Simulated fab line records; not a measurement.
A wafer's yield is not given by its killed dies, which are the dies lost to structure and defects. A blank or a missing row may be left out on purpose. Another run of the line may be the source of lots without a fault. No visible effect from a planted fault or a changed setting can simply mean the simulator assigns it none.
fab line records | flow gf180mcu
record: lots: 13 | wafers: 39 | lastDay: 35
route steps=602 shown STI@16 VT_IMPLANT@100 HV_LDD@190 V1@349
lots that met no fault: taken from a fault-free run of the same line
startH: start of the lot's first displayed wafer, in hours after the record's first day | waitH: how many hours have passed since the lot's step before this one | " same as the row above | L1.1+2: one row covering several wafers at once | - either no value or no given start | * or withheld: withheld | < > ~ a bound
route shown NAME@n: names a module that has steps shown in the file, with the first one's number in the route | usual: mean and standard deviation over wafers with no fault | same: alike in all rows | chamber/n: place in a boat | sites: the reading at each site | _std_site: standard deviation of those values | _edge_site: inner sites' mean taken away from outer sites' mean | radiusMm: for every site, how far away it sits from the centre of the wafer | mask NAME#n: copy n | behind: the tool/chamber that last shaped the wafer | hold: the reason the lot was held/the length of the hold in hours/how it ended | device: the transistor (n, p or np) that didn't switch | end of line: the same wafers' tests at the end of the route | step lacking rows: just its recipe | killed: dies lost to structure and defects at the first sort, not the wafer's yield | map: the dies of a wafer, with x for killed, . for not killed, _ for no die there
set.NAME: the setting the step ran with; set.NAME@STEP: the setting that earlier step ran with | model.NAME: the simulator's own value behind a step, which no gauge read
one table for each step of the route and one row for each wafer, over a sample of lots
services: the hour from which a tool's chamber was out of use, counted from the record's first day as startH (under 0 if before that day), plus the number of hours and why
== steps ==
step: GF_STI_STRIP_15
recipe: chemistry: O2/N2 | powerW: 1400 | pressureMtorr: 1500 | platenTempC: 250 | o2FlowSccm: 3000 | n2FlowSccm: 300 | overashFraction: 0.5
usual: drypumpMotorCurrentA: 5.60/0.21 | heaterPowerW: 318/32 | oesProductAu: 0.386/0.0056 | stripTimeToEndpointS: 3.76/0.07
lot.wafer | tool           | chamber | startH | waitH | drypumpMotorCurrentA | heaterPowerW | oesProductAu | rfHoursCounterH | stripTimeToEndpointS
L530.2    | plasmaAsher-02 | 1       | 31.41  | 0.0   | 5.55                 | 272          | 0.393        | 36              | 3.89
L530.3    | "              | 1       | "      | "     | 5.57                 | 272          | 0.388        | -               | 3.69
L530.5    | "              | 0       | "      | "     | 5.83                 | 364          | 0.386        | -               | 3.74
L531.1    | plasmaAsher-02 | 1       | 36.49  | 0.0   | 5.57                 | 273          | 0.383        | 37              | 3.73
L531.3    | "              | 0       | "      | "     | 5.82                 | 358          | 0.385        | -               | 3.82
L531.5    | "              | 0       | "      | "     | 5.83                 | 345          | 0.388        | -               | 3.73
L532.1    | plasmaAsher-03 | 0       | 41.94  | 0.0   | 5.10                 | 311          | 0.396        | 24              | 3.80
L532.5    | "              | 0       | "      | "     | 5.11                 | 307          | 0.387        | -               | 3.79
L532.6    | "              | 1       | "      | "     | 5.58                 | 309          | 0.389        | -               | 3.87
L533.2    | plasmaAsher-02 | 0       | 46.39  | 0.0   | 5.82                 | 359          | 0.388        | 38              | 3.84
L533.3    | "              | 0       | "      | "     | 5.80                 | 362          | 0.392        | -               | 3.82
L533.5    | "              | 0       | "      | "     | 5.83                 | 355          | 0.388        | -               | 3.83
L534.1    | plasmaAsher-01 | 0       | 51.60  | 0.0   | 5.68                 | 302          | 0.375        | 38              | 3.71
L534.2    | "              | 1       | "      | "     | 5.68                 | 349          | 0.373        | 38              | 3.65
L534.4    | "              | 1       | "      | "     | 5.70                 | 353          | 0.382        | -               | 3.82
L537.1    | plasmaAsher-02 | 0       | 66.85  | 0.0   | 5.83                 | 356          | 0.396        | 40              | 3.85
L537.4    | "              | 0       | "      | "     | 5.82                 | 355          | 0.391        | -               | 3.85
L537.5    | "              | 1       | "      | "     | 5.57                 | 276          | 0.399        | -               | 3.88
L538.3    | plasmaAsher-01 | 0       | 71.99  | 0.1   | 5.67                 | 310          | 0.383        | -               | 3.70
L538.4    | "              | 1       | "      | "     | 5.66                 | 352          | 0.383        | -               | 3.75
L538.6    | "              | 0       | "      | "     | 5.66                 | 305          | 0.377        | -               | 3.66
L541.2    | plasmaAsher-02 | 1       | 87.90  | 0.0   | 5.57                 | 277          | 0.381        | 42              | 3.73
L541.4    | "              | 0       | "      | "     | 5.84                 | 353          | 0.389        | -               | 3.81
L541.5    | "              | 0       | "      | "     | 5.82                 | 365          | 0.385        | -               | 3.85
L546.2    | plasmaAsher-03 | 0       | 114.55 | 0.0   | 5.08                 | 308          | 0.380        | 33              | 3.79
L546.4    | "              | 0       | "      | "     | 5.08                 | 310          | 0.392        | -               | 3.91
L546.6    | "              | 1       | "      | "     | 5.57                 | 315          | 0.385        | -               | 3.79
L547.1    | plasmaAsher-01 | 1       | 118.56 | 0.0   | 5.70                 | 351          | 0.390        | 45              | 3.87
L547.2    | "              | 0       | "      | "     | 5.62                 | 302          | 0.380        | 45              | 3.80
L547.6    | "              | 0       | "      | "     | 5.62                 | 300          | 0.396        | -               | 3.84
L549.2    | plasmaAsher-03 | 0       | 129.41 | 0.0   | 5.09                 | 312          | 0.385        | 35              | 3.76
L549.5    | "              | 0       | "      | "     | 5.10                 | 307          | 0.384        | -               | 3.72
L549.6    | "              | 1       | "      | "     | 5.60                 | 312          | 0.386        | -               | 3.70
L551.3    | plasmaAsher-01 | 0       | 141.89 | 0.1   | 5.67                 | 301          | 0.381        | -               | 3.74
L551.4    | "              | 1       | "      | "     | 5.68                 | 361          | 0.390        | -               | 3.76
L551.5    | "              | 0       | "      | "     | 5.65                 | 306          | 0.385        | -               | 3.69
L552.1    | plasmaAsher-03 | 1       | 144.85 | 0.0   | 5.58                 | 311          | 0.381        | 37              | 3.75
L552.3    | "              | 1       | "      | "     | 5.57                 | 309          | 0.388        | -               | 3.71
L552.4    | "              | 0       | "      | "     | 5.11                 | 309          | 0.385        | -               | 3.71
step: GF_VT_IMPLANT_TW_MEAS_10
usual: VT_IMPLANT_TW: 565.6/2.9
lot.wafer | tool         | chamber | startH | waitH | VT_IMPLANT_TW
L530.2    | filmMetro-04 | -       | 118.14 | 0.1   | 565.2
L530.3    | "            | -       | "      | "     | 568.1
L530.5    | "            | -       | "      | "     | 571.9
L531.1    | filmMetro-03 | -       | 128.07 | 0.1   | 568.0
L531.3    | "            | -       | "      | "     | 561.1
L531.5    | "            | -       | "      | "     | 566.6
L532.1    | filmMetro-03 | -       | 135.73 | 0.1   | 566.2
L532.5    | "            | -       | "      | "     | 569.4
L532.6    | "            | -       | "      | "     | 566.9
L533.2    | filmMetro-04 | -       | 138.77 | 0.1   | 563.8
L533.3    | "            | -       | "      | "     | 563.5
L533.5    | "            | -       | "      | "     | 563.1
L534.1    | filmMetro-04 | -       | 142.52 | 0.1   | 559.9
L534.2    | "            | -       | "      | "     | 562.5
L534.4    | "            | -       | "      | "     | 563.8
L537.1    | filmMetro-03 | -       | 160.88 | 0.1   | 569.0
L537.4    | "            | -       | "      | "     | 568.3
L537.5    | "            | -       | "      | "     | 569.3
L538.3    | filmMetro-04 | -       | 167.19 | 0.1   | 569.4
L538.4    | "            | -       | "      | "     | 568.5
L538.6    | "            | -       | "      | "     | 569.1
L541.2    | filmMetro-04 | -       | 189.77 | 0.1   | 568.7
L541.4    | "            | -       | "      | "     | 569.2
L541.5    | "            | -       | "      | "     | 566.3
L546.2    | filmMetro-04 | -       | 217.22 | 0.1   | 567.6
L546.4    | "            | -       | "      | "     | 566.8
L546.6    | "            | -       | "      | "     | 564.7
L547.1    | filmMetro-03 | -       | 223.57 | 0.1   | 561.4
L547.2    | "            | -       | "      | "     | 564.9
L547.6    | "            | -       | "      | "     | 563.0
L549.2    | filmMetro-02 | -       | 238.53 | 0.1   | 567.0
L549.5    | "            | -       | "      | "     | 565.9
L549.6    | "            | -       | "      | "     | 562.0
L551.3    | filmMetro-03 | -       | 251.59 | 0.1   | 564.2
L551.4    | "            | -       | "      | "     | 568.8
L551.5    | "            | -       | "      | "     | 568.5
L552.1    | filmMetro-04 | -       | 255.90 | 0.1   | 562.8
L552.3    | "            | -       | "      | "     | 564.0
L552.4    | "            | -       | "      | "     | 561.4
step: GF_HV_LDD_COAT_14
recipe: resist: NOVOLAK | spinRpm: 3000 | resistThkNm: 1000
usual: spinSpeedRpm: 2999.7/2
lot.wafer | tool          | chamber | startH | waitH | spinSpeedRpm
L530.2    | lithoTrack-04 | 0       | 235.76 | 0.1   | 2998.2
L530.3    | "             | 0       | "      | "     | 2999.8
L530.5    | "             | 0       | "      | "     | 2997.6
L531.1    | lithoTrack-01 | 0       | 247.42 | 0.1   | 2998.5
L531.3    | "             | 0       | "      | "     | 3001.7
L531.5    | "             | 0       | "      | "     | 2999.3
L532.1    | lithoTrack-04 | 0       | 260.04 | 0.1   | 3001.9
L532.5    | "             | 0       | "      | "     | 2997.2
L532.6    | "             | 0       | "      | "     | 3002.5
L533.2    | lithoTrack-02 | 0       | 260.56 | 0.1   | 2999.2
L533.3    | "             | 0       | "      | "     | 2999.5
L533.5    | "             | 0       | "      | "     | 3001.7
L534.1    | lithoTrack-04 | 0       | 266.29 | 0.1   | 3001.1
L534.2    | "             | 0       | "      | "     | 2998.9
L534.4    | "             | 0       | "      | "     | 3000.0
L537.1    | lithoTrack-01 | 0       | 286.76 | 0.1   | 3000.7
L537.4    | "             | 0       | "      | "     | 2998.9
L537.5    | "             | 0       | "      | "     | 2999.0
L538.3    | lithoTrack-04 | 0       | 294.54 | 0.1   | 2997.6
L538.4    | "             | 0       | "      | "     | 3001.0
L538.6    | "             | 0       | "      | "     | 3000.0
L541.2    | lithoTrack-01 | 0       | 320.74 | 0.1   | 3000.7
L541.4    | "             | 0       | "      | "     | 3000.9
L541.5    | "             | 0       | "      | "     | 2997.0
L546.2    | lithoTrack-01 | 0       | 360.39 | 0.1   | 3000.0
L546.4    | "             | 0       | "      | "     | 3000.6
L546.6    | "             | 0       | "      | "     | 2999.7
L547.1    | lithoTrack-02 | 0       | 368.18 | 0.1   | 2999.0
L547.2    | "             | 0       | "      | "     | 2998.8
L547.6    | "             | 0       | "      | "     | 2998.0
L549.2    | lithoTrack-01 | 0       | 389.44 | 0.1   | 3190.3
L549.5    | "             | 0       | "      | "     | 3192.6
L549.6    | "             | 0       | "      | "     | 3193.9
L551.3    | lithoTrack-01 | 0       | 401.06 | 0.1   | 3194.7
L551.4    | "             | 0       | "      | "     | 3192.2
L551.5    | "             | 0       | "      | "     | 3190.0
L552.1    | lithoTrack-02 | 0       | 410.98 | 0.1   | 2996.7
L552.3    | "             | 0       | "      | "     | 3000.2
L552.4    | "             | 0       | "      | "     | 3001.1
step: GF_HV_LDD_STRIP_22
recipe: chemistry: O2/N2 | powerW: 1400 | pressureMtorr: 1500 | platenTempC: 250 | o2FlowSccm: 3000 | n2FlowSccm: 300 | overashFraction: 0.5
usual: drypumpMotorCurrentA: 5.5/0.34 | heaterPowerW: 315/31 | oesProductAu: 0.717/0.0042 | stripTimeToEndpointS: 12.65/0.043
lot.wafer | tool           | chamber | startH | waitH | drypumpMotorCurrentA | heaterPowerW | oesProductAu | rfHoursCounterH | stripTimeToEndpointS
L530.2    | plasmaAsher-03 | 0       | 245.30 | 0.1   | 5.1                  | 310          | 0.708        | 48              | 12.70
L530.3    | "              | 0       | "      | "     | 5.1                  | 309          | 0.715        | -               | 12.69
L530.5    | "              | 1       | "      | "     | 5.6                  | 299          | 0.713        | -               | 12.68
L531.1    | plasmaAsher-02 | 0       | 257.27 | 0.1   | 5.8                  | 347          | 0.714        | 11              | 12.63
L531.3    | "              | 1       | "      | "     | 5.6                  | 259          | 0.715        | -               | 12.62
L531.5    | "              | 1       | "      | "     | 5.6                  | 258          | 0.722        | -               | 12.63
L532.1    | plasmaAsher-03 | 0       | 270.34 | 0.1   | 5.1                  | 308          | 0.711        | 51              | 12.69
L532.5    | "              | 0       | "      | "     | 5.1                  | 313          | 0.710        | -               | 12.71
L532.6    | "              | 1       | "      | "     | 5.6                  | 314          | 0.710        | -               | 12.68
L533.2    | plasmaAsher-04 | 0       | 270.73 | 0.1   | 5.3                  | 362          | 0.718        | 64              | 12.63
L533.3    | "              | 1       | "      | "     | 6.2                  | 315          | 0.717        | -               | 12.67
L533.5    | "              | 1       | "      | "     | 6.2                  | 318          | 0.711        | -               | 12.62
L534.1    | plasmaAsher-03 | 1       | 276.52 | 0.1   | 5.6                  | 302          | 0.721        | 51              | 12.70
L534.2    | "              | 0       | "      | "     | 5.1                  | 306          | 0.716        | 51              | 12.66
L534.4    | "              | 1       | "      | "     | 5.6                  | 316          | 0.719        | -               | 12.67
L537.1    | plasmaAsher-02 | 1       | 297.79 | 0.1   | 5.6                  | 255          | 0.721        | 15              | 12.67
L537.4    | "              | 1       | "      | "     | 5.6                  | 258          | 0.716        | -               | 12.69
L537.5    | "              | 0       | "      | "     | 5.8                  | 360          | 0.716        | -               | 12.69
L538.3    | plasmaAsher-03 | 0       | 305.45 | 0.1   | 5.1                  | 309          | 0.714        | -               | 12.67
L538.4    | "              | 1       | "      | "     | 5.6                  | 301          | 0.720        | -               | 12.66
L538.6    | "              | 1       | "      | "     | 5.6                  | 305          | 0.719        | -               | 12.69
L541.2    | plasmaAsher-03 | 0       | 331.47 | 0.1   | 5.1                  | 307          | 0.713        | 57              | 12.60
L541.4    | "              | 0       | "      | "     | 5.1                  | 307          | 0.714        | -               | 12.60
L541.5    | "              | 0       | "      | "     | 5.1                  | 308          | 0.714        | -               | 12.66
L546.2    | plasmaAsher-04 | 1       | 372.42 | 0.1   | 6.2                  | 317          | 0.718        | 75              | 12.66
L546.4    | "              | 1       | "      | "     | 6.2                  | 324          | 0.713        | -               | 12.66
L546.6    | "              | 0       | "      | "     | 5.3                  | 349          | 0.707        | -               | 12.69
L547.1    | plasmaAsher-04 | 1       | 379.94 | 0.1   | 6.2                  | 317          | 0.714        | 76              | 12.68
L547.2    | "              | 0       | "      | "     | 5.3                  | 349          | 0.722        | 76              | 12.67
L547.6    | "              | 1       | "      | "     | 6.2                  | 317          | 0.712        | -               | 12.66
L549.2    | plasmaAsher-03 | 1       | 401.79 | 0.1   | 5.6                  | 306          | 0.709        | 65              | 12.28
L549.5    | "              | 1       | "      | "     | 5.6                  | 312          | 0.712        | -               | 12.27
L549.6    | "              | 0       | "      | "     | 5.1                  | 316          | 0.717        | -               | 12.24
L551.3    | plasmaAsher-04 | 0       | 413.53 | 0.1   | 5.3                  | 364          | 0.721        | -               | 12.30
L551.4    | "              | 1       | "      | "     | 6.2                  | 328          | 0.719        | -               | 12.33
L551.5    | "              | 1       | "      | "     | 6.2                  | 319          | 0.722        | -               | 12.36
L552.1    | plasmaAsher-03 | 0       | 423.34 | 0.1   | 5.1                  | 301          | 0.721        | 67              | 12.74
L552.3    | "              | 0       | "      | "     | 5.1                  | 310          | 0.717        | -               | 12.71
L552.4    | "              | 1       | "      | "     | 5.6                  | 313          | 0.712        | -               | 12.71
step: GF_V1_CD_MEAS_14
recipe: targetCdNm: 260
usual: cdNm: 260.2/1.2
lot.wafer | tool     | chamber | startH | waitH | cdNm
L530.2    | cdSem-02 | -       | 427.31 | 0.1   | 261.0
L530.3    | "        | -       | "      | "     | 262.9
L530.5    | "        | -       | "      | "     | 260.9
L531.1    | cdSem-02 | -       | 441.46 | 0.1   | 260.0
L531.3    | "        | -       | "      | "     | 258.9
L531.5    | "        | -       | "      | "     | 259.7
L532.1    | cdSem-01 | -       | 456.96 | 0.1   | 259.9
L532.5    | "        | -       | "      | "     | 260.1
L532.6    | "        | -       | "      | "     | 260.9
L533.2    | cdSem-01 | -       | 457.68 | 0.1   | 260.8
L533.3    | "        | -       | "      | "     | 259.6
L533.5    | "        | -       | "      | "     | 259.1
L534.1    | cdSem-02 | -       | 464.24 | 0.1   | 259.7
L534.2    | "        | -       | "      | "     | 259.5
L534.4    | "        | -       | "      | "     | 259.7
L537.1    | cdSem-02 | -       | 491.21 | 0.1   | 260.7
L537.4    | "        | -       | "      | "     | 260.2
L537.5    | "        | -       | "      | "     | 261.4
L538.3    | cdSem-02 | -       | 500.06 | 0.1   | 259.0
L538.4    | "        | -       | "      | "     | 259.0
L538.6    | "        | -       | "      | "     | 257.7
L541.2    | cdSem-01 | -       | 527.63 | 0.1   | 262.2
L541.4    | "        | -       | "      | "     | 261.7
L541.5    | "        | -       | "      | "     | 263.1
L546.2    | cdSem-01 | -       | 571.60 | 0.1   | 259.7
L546.4    | "        | -       | "      | "     | 260.1
L546.6    | "        | -       | "      | "     | 261.4
L547.1    | cdSem-02 | -       | 579.02 | 0.1   | 260.0
L547.2    | "        | -       | "      | "     | 261.3
L547.6    | "        | -       | "      | "     | 259.8
L549.2    | cdSem-02 | -       | 601.18 | 0.1   | 261.0
L549.5    | "        | -       | "      | "     | 261.1
L549.6    | "        | -       | "      | "     | 262.5
L551.3    | cdSem-01 | -       | 608.25 | 0.1   | 261.7
L551.4    | "        | -       | "      | "     | 260.4
L551.5    | "        | -       | "      | "     | 260.5
L552.1    | cdSem-01 | -       | 620.17 | 0.1   | 259.3
L552.3    | "        | -       | "      | "     | 260.0
L552.4    | "        | -       | "      | "     | 259.8
== services ==
tool           | chamber | startH | hours | kind
plasmaAsher-03 | -       | 35.74  | 4.3   | pm
plasmaAsher-02 | -       | 53.30  | 2.8   | pm
lithoTrack-04  | -       | 79.50  | -     | consumableReplace:filter
plasmaAsher-02 | -       | 108.75 | 9.0   | pm
plasmaAsher-02 | 0       | 108.75 | 9.0   | ventCycle
plasmaAsher-02 | 1       | 108.75 | 9.0   | ventCycle
plasmaAsher-03 | -       | 116.08 | 1.5   | repair
plasmaAsher-02 | 0       | 117.75 | -     | clean
plasmaAsher-02 | 1       | 117.75 | -     | clean
plasmaAsher-02 | -       | 119.00 | 28.1  | pm
plasmaAsher-04 | -       | 129.39 | 5.7   | repair
plasmaAsher-02 | -       | 148.04 | 3.2   | repair
plasmaAsher-01 | -       | 161.15 | 2.8   | pm
plasmaAsher-01 | -       | 273.24 | 0.6   | repair
plasmaAsher-02 | -       | 278.50 | 2.2   | repair
plasmaAsher-01 | -       | 319.56 | 0.4   | repair
plasmaAsher-02 | -       | 328.62 | 10.0  | pm
plasmaAsher-01 | -       | 421.25 | 9.0   | pm
plasmaAsher-01 | 0       | 421.25 | 9.0   | ventCycle
plasmaAsher-01 | 1       | 421.25 | 9.0   | ventCycle
== key ==
firstSign: step: GF_HV_LDD_COAT_14 | reading: spinSpeedRpm | direction: up | sigmas: 96 | usual: * | struck: *
effect: step: GF_HV_LDD_STRIP_22 | reading: stripTimeToEndpointS | direction: down | sigmas: 8.3 | usual: * | struck: *
metAt GF_HV_LDD_COAT_14
struckLots L549,L551
testerLeftOut L549,L551
notActingAt GF_STI_STRIP_15,GF_VT_IMPLANT_TW_MEAS_10,GF_V1_CD_MEAS_14
onsetBetween 360.39 389.44
fault: kind: processParameterDrift | tool: lithoTrack-01 | chamber: - | onsetH: 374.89 | steps: GF_HV_LDD_COAT_14 | channel: spinRpm | offset: * | shape: step | endH: 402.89 | actsIn: * | stated: *
testerLeftOut: of these lots the tester's yield and bins aren't shown, on N5 and GAA mostly nor the transistor test; their killed dies are dies lost to structure and defects alone, not to doping, threshold or leakage, so they don't give the yield
